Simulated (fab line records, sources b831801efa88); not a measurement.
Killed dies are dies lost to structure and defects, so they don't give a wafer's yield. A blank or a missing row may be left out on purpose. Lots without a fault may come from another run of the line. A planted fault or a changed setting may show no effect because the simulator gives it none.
Chamber matching | flow gf180mcu | GF_V1_ETCH_16 on rie_diel-04: 4 sister chambers
The step etches BARC in N2/H2. 8 wafers are shown with their chamber, then 7 later ones without.

WAFERS WITH THEIR CHAMBER
wafer  | chamber | throttle_valve_pct (%) | oes_product_au (a.u.)
L502.4 | 2       | 13.235                 | 0.853
L503.1 | 3       | 13.210                 | 0.851
L503.5 | 1       | 13.224                 | 0.846
L504.2 | 3       | 13.206                 | 0.856
L504.3 | 2       | 13.234                 | 0.843
L504.6 | 0       | 13.234                 | 0.859
L507.1 | 0       | 13.222                 | 0.850
L507.4 | 1       | 13.228                 | 0.850

WAFERS WITHOUT THEIR CHAMBER
wafer  | throttle_valve_pct (%) | oes_product_au (a.u.)
L507.6 | 13.223                 | 0.851
L512.1 | 13.214                 | 0.853
L512.4 | 13.226                 | 0.852
L512.5 | 13.223                 | 0.851
L513.2 | 13.232                 | 0.859
L513.3 | 13.225                 | 0.851
L513.5 | 13.214                 | 0.865

WHICH CHAMBER EACH WENT THROUGH
wafer  | from the rows above          | in truth
L507.6 | can't be placed: 1 or 0 or 2 | 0
L512.1 | can't be placed: 3 or 1 or 0 | 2
L512.4 | can't be placed: 0 or 1 or 2 | 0
L512.5 | can't be placed: 1 or 0 or 2 | 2
L513.2 | can't be placed: 0 or 2 or 1 | 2
L513.3 | can't be placed: 1 or 0 or 2 | 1
L513.5 | can't be placed: 3 or 0 or 1 | 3
Placed correctly: 0 of 7. Can't be placed from these rows: 7 (the true chamber is among the candidates in 6). Placed wrongly: 0.
How it was worked out, from the rows above alone: a wafer's distance from a chamber is the root of the sum, over the readings, of the square of ((its reading less the chamber's mean) divided by the reading's scatter). The wafer belongs to the nearest chamber; if the next one is less than 2 further off, it can't be placed. A chamber's mean is the mean of its shown wafers. The scatter: the root of (the sum of the squares of (reading less its chamber's mean) over the shown wafers, divided by (wafers less chambers)).
